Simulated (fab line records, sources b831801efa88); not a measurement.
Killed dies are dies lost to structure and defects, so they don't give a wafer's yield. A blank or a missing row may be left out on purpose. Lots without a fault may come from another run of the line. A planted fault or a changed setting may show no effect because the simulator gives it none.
Chamber matching | flow gf180mcu | GF_STI_ETCH_14 on rie_si-01: 4 sister chambers
The step etches Si in HBr/Cl2/O2, target depth 360 nm, time 102.9 s. 8 wafers are shown with their chamber, then 9 later ones without.

WAFERS WITH THEIR CHAMBER
wafer  | chamber | drypump_motor_current_A (A) | run_length_s (s)
L950.1 | 3       | 5.1                         | 131.7
L950.2 | 1       | 5.7                         | 131.6
L951.1 | 3       | 5.2                         | 131.9
L951.4 | 2       | 5.9                         | 130.7
L951.5 | 0       | 5.8                         | 131.3
L952.2 | 0       | 5.8                         | 131.2
L952.3 | 1       | 5.7                         | 131.3
L952.4 | 2       | 5.9                         | 130.6

WAFERS WITHOUT THEIR CHAMBER
wafer  | drypump_motor_current_A (A) | run_length_s (s)
L953.3 | 5.7                         | 131.2
L953.4 | 5.7                         | 131.2
L953.5 | 5.9                         | 131.1
L958.1 | 5.1                         | 132.1
L958.2 | 5.7                         | 132.0
L958.4 | 5.8                         | 131.4
L959.1 | 5.1                         | 131.7
L959.2 | 5.7                         | 131.2
L959.3 | 5.9                         | 131.0

WHICH CHAMBER EACH WENT THROUGH
wafer  | from the rows above     | in truth
L953.3 | can't be placed: 1 or 0 | 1
L953.4 | can't be placed: 1 or 0 | 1
L953.5 | can't be placed: 0 or 2 | 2
L958.1 | 3                       | 3
L958.2 | 1                       | 1
L958.4 | can't be placed: 0 or 1 | 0
L959.1 | 3                       | 3
L959.2 | can't be placed: 1 or 0 | 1
L959.3 | can't be placed: 2 or 0 | 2
Placed correctly: 3 of 9. Can't be placed from these rows: 6 (the true chamber is among the candidates in 6). Placed wrongly: 0.
How it was worked out, from the rows above alone: a wafer's distance from a chamber is the root of the sum, over the readings, of the square of ((its reading less the chamber's mean) divided by the reading's scatter). The wafer belongs to the nearest chamber; if the next one is less than 2 further off, it can't be placed. A chamber's mean is the mean of its shown wafers. The scatter: the root of (the sum of the squares of (reading less its chamber's mean) over the shown wafers, divided by (wafers less chambers)).
